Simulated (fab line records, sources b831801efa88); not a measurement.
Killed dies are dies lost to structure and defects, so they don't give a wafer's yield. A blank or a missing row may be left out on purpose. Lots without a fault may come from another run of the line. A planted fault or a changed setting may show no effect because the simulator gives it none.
fab line records | flow sky130
record lots=24 wafers=72 last_day=50
route steps=708 shown FIELD_ISO@26 GATE_OXIDE@197 VIA1@459 PAD_OPEN@702
lots that met no fault: from a run of the same line without faults
start_h: hours from the record's first day to the start of the lot's first wafer shown | wait_h: hours since the lot's step before | " the same as in the row above | L1.1+2: a row that stands for several wafers | - no value, or no start given | * or withheld: withheld | < > ~ a bound
route shown NAME@n: a module of which the file shows steps, and the number in the route of the first | usual: mean/standard deviation of fault-free wafers | same: alike in all rows | chamber/n: place in a boat | sites: the reading at each site | _std_site: their standard deviation | _edge_site: outer sites' mean less inner sites' | radius_mm: how far each site lies from the wafer's centre | mask NAME#n: copy n | behind: the tool/chamber that last shaped the wafer | hold: why the lot was held/for how many hours/how that ended | device: the transistor (n, p or np) that didn't switch | end of line: the same wafers' tests at the end of the route | a step without rows: its recipe alone | killed: dies lost to structure and defects at the first sort, not the wafer's yield | map: a wafer's dies, x killed, . not, _ none there
set.NAME: the setting as run; set.NAME@STEP: as run at that earlier step | model.NAME: the simulator's own value behind a step, which no gauge read
steps of the route over a sample of lots; a table a step, a row a wafer
services: from which hour (start_h, from the record's first day; less than 0 if before it) a tool's chamber was out of use, for how many hours, and why
## steps
# step SKY_FIELD_ISO_THK_MEAS_25
# recipe reads=SiO2_of_FIELD_ISO_CVD_24
# usual FIELD_ISO_CVD_24_THK=593/5.1
# columns lot.wafer tool chamber start_h wait_h FIELD_ISO_CVD_24_THK[nm]
L074.1 film_metro-03 - 38.91 0.0 587
L074.2 " - " " 594
L074.4 " - " " 594
L075.3 film_metro-04 - 45.58 0.1 588
L075.4 " - " " 590
L075.5 " - " " 597
L076.2 film_metro-03 - 45.63 0.1 594
L076.3 " - " " 604
L076.5 " - " " 603
L077.1 film_metro-02 - 55.34 0.0 596
L077.4 " - " " 601
L077.5 " - " " 594
L078.2 film_metro-04 - 55.35 0.0 591
L078.3 " - " " 608
L078.4 " - " " 602
L079.3 film_metro-03 - 65.18 0.1 591
L079.4 " - " " 587
L079.5 " - " " 593
L080.1 film_metro-02 - 65.80 0.0 595
L080.4 " - " " 597
L080.5 " - " " 590
L081.1 film_metro-02 - 69.35 0.0 594
L081.2 " - " " 590
L081.3 " - " " 588
L082.2 film_metro-03 - 75.63 0.0 594
L082.4 " - " " 587
L082.6 " - " " 594
L083.1 film_metro-02 - 80.79 0.0 598
L083.3 " - " " 605
L083.5 " - " " 599
L084.1 film_metro-04 - 85.96 0.0 596
L084.4 " - " " 600
L084.6 " - " " 589
L085.1 film_metro-02 - 90.24 0.0 594
L085.3 " - " " 598
L085.5 " - " " 599
L086.3 film_metro-02 - 96.68 0.1 587
L086.4 " - " " 601
L086.5 " - " " 590
L087.2 film_metro-04 - 103.25 0.0 595
L087.3 " - " " 598
L087.5 " - " " 588
L088.1 film_metro-02 - 104.41 0.0 588
L088.4 " - " " 591
L088.6 " - " " 595
L089.1 film_metro-04 - 110.24 0.0 589
L089.3 " - " " 591
L089.6 " - " " 584
L090.2 film_metro-04 - 114.19 0.0 595
L090.4 " - " " 593
L090.5 " - " " 593
L091.1 film_metro-03 - 118.92 0.0 594
L091.2 " - " " 586
L091.4 " - " " 584
L092.1 film_metro-03 - 123.89 0.0 596
L092.2 " - " " 598
L092.3 " - " " 587
L093.2 film_metro-04 - 130.29 0.0 590
L093.3 " - " " 594
L093.4 " - " " 591
L094.2 film_metro-04 - 135.29 0.0 595
L094.5 " - " " 590
L094.6 " - " " 592
L095.1 film_metro-02 - 139.67 0.0 591
L095.3 " - " " 588
L095.4 " - " " 584
L096.4 film_metro-04 - 148.53 0.0 587
L096.5 " - " " 593
L096.6 " - " " 589
L097.1 film_metro-02 - 154.94 0.0 587
L097.3 " - " " 582
L097.4 " - " " 590
# step SKY_GATE_OXIDE_OVL_MEAS_10
# usual GATE_OXIDE_OVL=-0.8/1.5
# columns lot.wafer tool chamber start_h wait_h GATE_OXIDE_OVL[nm]
L074.1 overlay-01 - 326.77 0.1 -0.5
L074.2 " - " " 1.5
L074.4 " - " " 1.4
L076.2 overlay-01 - 331.47 0.1 0.8
L076.3 " - " " -1.2
L076.5 " - " " -1.8
L075.3 overlay-02 - 331.78 0.1 -0.7
L075.4 " - " " 0.0
L075.5 " - " " 0.0
L077.1 overlay-02 - 348.35 0.1 -2.5
L077.4 " - " " -3.1
L077.5 " - " " -2.2
L078.2 overlay-02 - 351.31 0.1 -3.2
L078.3 " - " " -1.7
L078.4 " - " " -4.9
L079.3 overlay-01 - 362.33 0.1 -2.5
L079.4 " - " " -0.6
L079.5 " - " " -1.8
L080.1 overlay-02 - 365.82 0.1 0.6
L080.4 " - " " 1.5
L080.5 " - " " 0.4
L081.1 overlay-01 - 370.10 0.1 -0.5
L081.2 " - " " -1.2
L081.3 " - " " -0.5
L082.2 overlay-01 - 383.17 0.1 0.3
L082.4 " - " " 0.9
L082.6 " - " " 1.1
L083.1 overlay-01 - 387.10 0.1 -2.4
L083.3 " - " " 0.2
L083.5 " - " " -0.8
L084.1 overlay-01 - 397.65 0.1 0.8
L084.4 " - " " 0.6
L084.6 " - " " 0.5
L085.1 overlay-02 - 409.00 0.1 1.0
L085.3 " - " " 1.8
L085.5 " - " " -0.4
L086.3 overlay-02 - 412.96 0.1 2.9
L086.4 " - " " 0.9
L086.5 " - " " 0.6
L087.2 overlay-01 - 428.96 0.1 -0.9
L087.3 " - " " -1.5
L087.5 " - " " -0.7
L088.1 overlay-01 - 433.19 0.1 -1.8
L088.4 " - " " -3.2
L088.6 " - " " -1.6
L089.1 overlay-01 - 439.32 0.1 -1.6
L089.3 " - " " 0.1
L089.6 " - " " -1.7
L090.2 overlay-01 - 443.35 0.1 -3.2
L090.4 " - " " -3.6
L090.5 " - " " -2.2
L091.1 overlay-02 - 452.00 0.1 -1.6
L091.2 " - " " -2.1
L091.4 " - " " -0.1
L092.1 overlay-01 - 459.85 0.1 -2.8
L092.2 " - " " -3.7
L092.3 " - " " -2.8
L093.2 overlay-01 - 470.85 0.1 0.1
L093.3 " - " " 0.3
L093.4 " - " " 0.9
L094.2 overlay-01 - 475.52 0.1 -2.1
L094.5 " - " " 1.0
L094.6 " - " " -1.3
L095.1 overlay-02 - 487.76 0.1 -1.2
L095.3 " - " " 0.5
L095.4 " - " " -0.4
L096.4 overlay-01 - 501.41 0.1 -0.1
L096.5 " - " " -0.7
L096.6 " - " " -0.2
L097.1 overlay-02 - 506.54 0.1 -0.6
L097.3 " - " " -1.7
L097.4 " - " " -1.1
# step SKY_VIA1_THK_MEAS_01
# recipe reads=SiO2_of_VIA1_HDPCVD_00
# usual VIA1_HDPCVD_THK=1036/10
# columns lot.wafer tool chamber start_h wait_h VIA1_HDPCVD_THK[nm]
L074.1 film_metro-01 - 784.33 0.1 1048
L074.2 " - " " 1044
L074.4 " - " " 1051
L076.2 film_metro-01 - 792.33 0.1 1033
L076.3 " - " " 1029
L076.5 " - " " 1022
L075.3 film_metro-02 - 793.84 0.1 1024
L075.4 " - " " 1024
L075.5 " - " " 1015
L077.1 film_metro-01 - 805.57 0.1 1034
L077.4 " - " " 1042
L077.5 " - " " 1032
L078.2 film_metro-02 - 808.93 0.1 1047
L078.3 " - " " 1050
L078.4 " - " " 1035
L079.3 film_metro-02 - 814.78 0.1 1051
L079.4 " - " " 1050
L079.5 " - " " 1060
L080.1 film_metro-01 - 819.67 0.1 1046
L080.4 " - " " 1037
L080.5 " - " " 1034
L081.1 film_metro-03 - 826.83 0.1 1041
L081.2 " - " " 1040
L081.3 " - " " 1039
L082.2 film_metro-03 - 838.34 0.1 1026
L082.4 " - " " 1030
L082.6 " - " " 1029
L083.1 film_metro-02 - 841.86 0.1 1020
L083.3 " - " " 1019
L083.5 " - " " 1021
L084.1 film_metro-01 - 850.34 0.1 1039
L084.4 " - " " 1041
L084.6 " - " " 1049
L085.1 film_metro-02 - 858.27 0.1 1031
L085.3 " - " " 1046
L085.5 " - " " 1036
L086.3 film_metro-01 - 863.33 0.1 1031
L086.4 " - " " 1042
L086.5 " - " " 1039
L087.2 film_metro-02 - 875.78 0.1 1042
L087.3 " - " " 1053
L087.5 " - " " 1042
L088.1 film_metro-01 - 877.53 0.1 1036
L088.4 " - " " 1033
L088.6 " - " " 1048
L089.1 film_metro-02 - 886.00 0.1 1042
L089.3 " - " " 1034
L089.6 " - " " 1043
L090.2 film_metro-02 - 887.26 0.1 1048
L090.4 " - " " 1045
L090.5 " - " " 1043
L091.1 film_metro-03 - 892.60 0.1 1028
L091.2 " - " " 1039
L091.4 " - " " 1029
L092.1 film_metro-01 - 897.97 0.1 1038
L092.2 " - " " 1037
L092.3 " - " " 1024
L093.2 film_metro-03 - 910.29 0.1 1035
L093.3 " - " " 1045
L093.4 " - " " 1044
L094.2 film_metro-02 - 914.95 0.1 1048
L094.5 " - " " 1062
L094.6 " - " " 1034
L095.1 film_metro-02 - 922.81 0.1 1022
L095.3 " - " " 1033
L095.4 " - " " 1027
L096.4 film_metro-03 - 932.29 0.0 1035
L096.5 " - " " 1030
L096.6 " - " " 1030
L097.1 film_metro-01 - 940.34 0.1 1041
L097.3 " - " " 1019
L097.4 " - " " 1034
# step SKY_VIA1_BOW_MEAS_03
# recipe mode=bow
# usual VIA1_BOW=81/7.1
# columns lot.wafer tool chamber start_h wait_h VIA1_BOW[um]
L074.1 film_metro-03 - 784.69 0.1 85
L074.2 " - " " 89
L074.4 " - " " 80
L076.2 film_metro-01 - 792.84 0.3 89
L076.3 " - " " 99
L076.5 " - " " 77
L075.3 film_metro-01 - 794.34 0.2 84
L075.4 " - " " 89
L075.5 " - " " 79
L077.1 film_metro-01 - 805.93 0.1 78
L077.4 " - " " 76
L077.5 " - " " 77
L078.2 film_metro-01 - 809.30 0.2 77
L078.3 " - " " 83
L078.4 " - " " 85
L079.3 film_metro-03 - 815.16 0.2 77
L079.4 " - " " 80
L079.5 " - " " 75
L080.1 film_metro-02 - 820.03 0.1 71
L080.4 " - " " 82
L080.5 " - " " 78
L081.1 film_metro-01 - 827.19 0.1 75
L081.2 " - " " 79
L081.3 " - " " 98
L082.2 film_metro-03 - 838.71 0.2 78
L082.4 " - " " 69
L082.6 " - " " 86
L083.1 film_metro-02 - 842.22 0.2 83
L083.3 " - " " 90
L083.5 " - " " 79
L084.1 film_metro-03 - 850.70 0.1 72
L084.4 " - " " 84
L084.6 " - " " 85
L085.1 film_metro-03 - 858.63 0.1 89
L085.3 " - " " 83
L085.5 " - " " 83
L086.3 film_metro-02 - 863.71 0.2 83
L086.4 " - " " 71
L086.5 " - " " 84
L087.2 film_metro-03 - 876.15 0.2 77
L087.3 " - " " 79
L087.5 " - " " 61
L088.1 film_metro-02 - 877.89 0.1 76
L088.4 " - " " 75
L088.6 " - " " 83
L089.1 film_metro-01 - 886.36 0.1 81
L089.3 " - " " 75
L089.6 " - " " 89
L090.2 film_metro-03 - 887.63 0.2 80
L090.4 " - " " 77
L090.5 " - " " 66
L091.1 film_metro-03 - 892.96 0.2 75
L091.2 " - " " 90
L091.4 " - " " 77
L092.1 film_metro-01 - 898.33 0.2 85
L092.2 " - " " 76
L092.3 " - " " 73
L093.2 film_metro-01 - 910.66 0.2 84
L093.3 " - " " 82
L093.4 " - " " 87
L094.2 film_metro-01 - 915.32 0.1 76
L094.5 " - " " 95
L094.6 " - " " 82
L095.1 film_metro-01 - 923.39 0.2 80
L095.3 " - " " 77
L095.4 " - " " 78
L096.4 film_metro-03 - 932.68 0.2 78
L096.5 " - " " 90
L096.6 " - " " 91
L097.1 film_metro-03 - 940.70 0.1 77
L097.3 " - " " 89
L097.4 " - " " 75
# step SKY_VIA1_ETCH_15
# recipe target=SiO2 chemistry=C4F8/O2/Ar target_depth_nm=351 stop_on=TiN mask_material=KrF-thick source_w=1500 bias_w=1200 pressure_mtorr=40 c4f8_flow_sccm=withheld O2_flow_sccm=6 Ar_flow_sccm=300 time_s=54
# usual oes_product_au=0.981/0.0056 rf_fwd_power_W=1487/6.5
# columns lot.wafer tool chamber start_h wait_h oes_product_au rf_fwd_power_W rf_hours_counter_h
L074.1 rie_diel-01 2 811.26 0.0 0.990 1472 11
L074.2 " 0 " " 0.980 1486 8
L074.4 " 3 " " 0.985 1484 12
L076.2 rie_diel-01 1 818.66 0.0 0.982 1487 8
L076.3 " 2 " " 0.987 1480 11
L076.5 " 0 " " 0.987 1491 -
L075.3 rie_diel-04 2 820.64 0.0 0.968 1483 14
L075.4 " 1 " " 0.984 1480 11
L075.5 " 1 " " 0.986 1485 -
L077.1 rie_diel-02 1 832.70 0.0 0.984 1494 7
L077.4 " 2 " " 0.989 1489 19
L077.5 " 3 " " 0.982 1477 -
L078.2 rie_diel-01 2 835.91 0.0 0.992 1482 12
L078.3 " 3 " " 0.973 1487 13
L078.4 " 1 " " 0.992 1491 9
L079.3 rie_diel-02 3 841.65 0.0 0.983 1476 12
L079.4 " 0 " " 0.984 1494 3
L079.5 " 1 " " 0.986 1486 -
L080.1 rie_diel-02 0 847.76 0.0 0.988 1491 3
L080.4 " 2 " " 0.985 1479 20
L080.5 " 3 " " 0.987 1479 -
L081.1 rie_diel-04 1 854.20 0.0 0.983 1492 12
L081.2 " 0 " " 0.985 1497 2
L081.3 " 2 " " 0.971 1476 15
L082.2 rie_diel-01 1 865.46 0.0 0.984 1494 10
L082.4 " 2 " " 0.984 1481 13
L082.6 " 1 " " 0.982 1496 -
L083.1 rie_diel-04 1 868.00 0.0 0.980 1495 12
L083.3 " 0 " " 0.979 1487 2
L083.5 " 1 " " 0.979 1498 -
L084.1 rie_diel-04 2 876.50 0.0 0.977 1471 15
L084.4 " 0 " " 0.980 1489 2
L084.6 " 3 " " 0.984 1474 -
L085.1 rie_diel-02 1 883.84 0.0 0.981 1492 9
L085.3 " 2 " " 0.979 1475 21
L085.5 " 3 " " 0.989 1483 -
L086.3 rie_diel-04 0 889.31 0.0 0.977 1497 3
L086.4 " 1 " " 0.982 1485 13
L086.5 " 3 " " 0.972 1483 -
L087.2 rie_diel-02 0 901.10 0.0 0.984 1492 4
L087.3 " 3 " " 0.991 1485 14
L087.5 " 3 " " 0.989 1487 -
L088.1 rie_diel-01 0 903.16 0.0 0.974 1488 10
L088.4 " 2 " " 0.979 1481 14
L088.6 " 2 " " 0.983 1484 -
L089.1 rie_diel-01 2 911.71 0.0 0.981 1482 15
L089.3 " 1 " " 0.979 1494 11
L089.6 " 0 " " 0.971 1487 -
L090.2 rie_diel-01 2 912.70 0.0 0.980 1483 15
L090.4 " 1 " " 0.987 1493 12
L090.5 " 1 " " 0.984 1494 -
L091.1 rie_diel-02 1 918.21 0.0 0.979 1491 10
L091.2 " 3 " " 0.984 1479 15
L091.4 " 1 " " 0.987 1487 -
L092.1 rie_diel-01 3 923.41 0.0 0.973 1488 15
L092.2 " 1 " " 0.988 1489 12
L092.3 " 2 " " 0.977 1479 15
L093.2 rie_diel-01 0 934.44 0.0 0.985 1493 11
L093.3 " 1 " " 0.983 1493 12
L093.4 " 3 " " 0.978 1487 16
L094.2 rie_diel-02 3 940.78 0.0 0.990 1486 16
L094.5 " 0 " " 0.982 1492 -
L094.6 " 3 " " 0.978 1483 -
L095.1 rie_diel-01 2 948.35 0.0 0.981 1482 16
L095.3 " 0 " " 0.970 1491 11
L095.4 " 1 " " 0.982 1501 12
L096.4 rie_diel-02 3 956.56 0.0 0.992 1485 16
L096.5 " 2 " " 0.978 1475 -
L096.6 " 1 " " 0.967 1490 -
L097.1 rie_diel-01 1 964.40 0.0 0.977 1495 13
L097.3 " 0 " " 0.969 1494 12
L097.4 " 2 " " 0.980 1486 16
# step SKY_PAD_OPEN_STRIP_08
# recipe chemistry=O2/N2 power_w=1400 pressure_mtorr=1500 platen_temp_c=withheld overash_fraction=0.7 o2_flow_sccm=3000 n2_flow_sccm=300
# usual drypump_motor_current_A=5.6/0.32 oes_product_au=0.664/0.0047 strip_time_to_endpoint_s=37.11/0.096
# columns lot.wafer tool chamber start_h wait_h drypump_motor_current_A oes_product_au rf_hours_counter_h strip_time_to_endpoint_s
L074.1 plasma_asher-02 0 1091.54 0.1 6.4 0.655 67 37.18
L074.2 " 1 " " 5.2 0.671 67 37.18
L074.4 " 1 " " 5.2 0.669 - 37.18
L076.2 plasma_asher-02 1 1095.15 0.1 5.2 0.661 67 37.24
L076.3 " 0 " " 6.4 0.658 - 37.25
L076.5 " 1 " " 5.2 0.664 - 37.14
L075.3 plasma_asher-04 0 1096.61 0.1 5.3 0.675 - 37.11
L075.4 " 1 " " 5.6 0.662 - 37.02
L075.5 " 1 " " 5.6 0.661 - 36.86
L077.1 plasma_asher-01 0 1106.04 0.1 5.8 0.668 98 37.06
L077.4 " 1 " " 5.7 0.660 - 37.10
L077.5 " 0 " " 5.8 0.667 - 37.08
L078.2 plasma_asher-04 1 1108.50 0.1 5.6 0.666 37 37.12
L078.3 " 1 " " 5.6 0.671 - 37.18
L078.4 " 0 " " 5.3 0.658 - 37.13
L079.3 plasma_asher-02 1 1112.84 0.1 5.2 0.664 - 37.14
L079.4 " 0 " " 6.4 0.655 - 37.31
L079.5 " 0 " " 6.4 0.662 - 37.27
L080.1 plasma_asher-01 0 1117.45 0.1 5.7 0.665 99 37.13
L080.4 " 0 " " 5.8 0.671 - 37.20
L080.5 " 0 " " 5.7 0.660 - 37.12
L081.1 plasma_asher-01 1 1123.22 0.1 5.7 0.665 100 37.14
L081.2 " 0 " " 5.7 0.656 100 37.10
L081.3 " 0 " " 5.8 0.663 - 37.12
L082.2 plasma_asher-04 1 1134.19 0.1 5.6 0.663 40 37.17
L082.4 " 1 " " 5.7 0.666 - 37.12
L082.6 " 0 " " 5.3 0.674 - 37.05
L083.1 plasma_asher-04 1 1134.80 0.1 5.7 0.666 40 37.09
L083.3 " 0 " " 5.3 0.663 - 37.02
L083.5 " 1 " " 5.7 0.657 - 37.00
L084.1 plasma_asher-04 1 1140.40 0.1 5.7 0.666 41 37.34
L084.4 " 1 " " 5.7 0.667 - 37.20
L084.6 " 0 " " 5.3 0.653 - 37.18
L085.1 plasma_asher-01 1 1143.85 0.1 5.7 0.672 102 36.94
L085.3 " 0 " " 5.8 0.664 - 37.04
L085.5 " 0 " " 5.7 0.659 - 37.02
L086.3 plasma_asher-01 0 1151.54 0.1 5.8 0.669 - 37.18
L086.4 " 1 " " 5.7 0.664 - 37.01
L086.5 " 0 " " 5.8 0.663 - 37.21
L087.2 plasma_asher-04 1 1158.22 0.1 5.7 0.662 43 37.19
L087.3 " 0 " " 5.3 0.657 - 37.15
L087.5 " 0 " " 5.3 0.666 - 36.97
L088.1 plasma_asher-04 0 1159.89 0.1 5.3 0.667 44 36.99
L088.4 " 1 " " 5.6 0.664 - 36.86
L088.6 " 1 " " 5.6 0.663 - 36.97
L089.1 plasma_asher-04 1 1165.07 0.1 5.7 0.665 45 36.96
L089.3 " 1 " " 5.6 0.667 - 37.01
L089.6 " 0 " " 5.3 0.664 - 36.96
L090.2 plasma_asher-01 0 1166.25 0.1 5.7 0.658 106 37.11
L090.4 " 0 " " 5.7 0.656 - 37.00
L090.5 " 1 " " 5.7 0.669 - 37.14
L091.1 plasma_asher-04 1 1172.17 0.1 5.6 0.664 45 37.12
L091.2 " 0 " " 5.3 0.672 45 37.15
L091.4 " 1 " " 5.6 0.669 - 37.15
L092.1 plasma_asher-04 1 1175.62 0.1 5.7 0.663 46 37.19
L092.2 " 0 " " 5.3 0.663 46 37.23
L092.3 " 1 " " 5.7 0.668 - 37.21
L093.2 plasma_asher-04 1 1180.67 0.1 5.6 0.668 46 37.18
L093.3 " 0 " " 5.3 0.661 - 37.11
L093.4 " 1 " " 5.6 0.675 - 37.17
L094.2 plasma_asher-04 0 1184.54 0.1 5.3 0.663 47 37.05
L094.5 " 0 " " 5.3 0.665 - 37.14
L094.6 " 1 " " 5.6 0.662 - 36.99
L095.1 plasma_asher-02 0 1191.70 0.1 6.4 0.659 72 37.02
L095.3 " 0 " " 6.4 0.665 - 36.95
L095.4 " 1 " " 5.2 0.661 - 37.07
L096.4 plasma_asher-02 1 1195.44 0.0 5.2 0.659 - 37.20
L096.5 " 1 " " 5.2 0.653 - 37.15
L096.6 " 0 " " 6.4 0.666 - 37.33
L097.1 plasma_asher-01 0 1200.40 0.1 5.8 0.663 110 36.95
L097.3 " 0 " " 5.8 0.662 - 37.00
L097.4 " 1 " " 5.7 0.657 - 37.01
## services
# columns tool chamber start_h hours kind
plasma_asher-02 - 797.45 2.8 pm
rie_diel-02 2 797.75 6.3 repair
rie_diel-02 3 853.96 3.7 repair
rie_diel-02 - 877.33 1.0 repair
plasma_asher-02 - 883.86 8.6 repair
plasma_asher-02 - 884.26 3.9 repair
rie_diel-02 2 895.90 59.0 repair
plasma_asher-01 - 924.18 2.8 pm
rie_diel-04 3 926.03 2.5 repair
rie_diel-02 1 937.71 7.3 repair
rie_diel-04 1 942.69 9.0 repair
rie_diel-04 0 943.96 3.2 repair
rie_diel-04 0 947.57 4.6 repair
rie_diel-01 - 955.43 2.8 pm
rie_diel-02 - 963.34 2.8 pm
rie_diel-04 - 963.83 0.5 repair
rie_diel-04 1 971.85 3.9 repair
rie_diel-04 2 973.46 4.2 repair
plasma_asher-01 - 982.05 14.0 repair
plasma_asher-01 - 985.93 11.8 repair
rie_diel-02 2 1042.07 14.4 repair
plasma_asher-01 - 1056.06 0.4 repair
rie_diel-01 3 1059.85 4.8 repair
rie_diel-01 3 1143.54 4.0 repair
## key
fault none
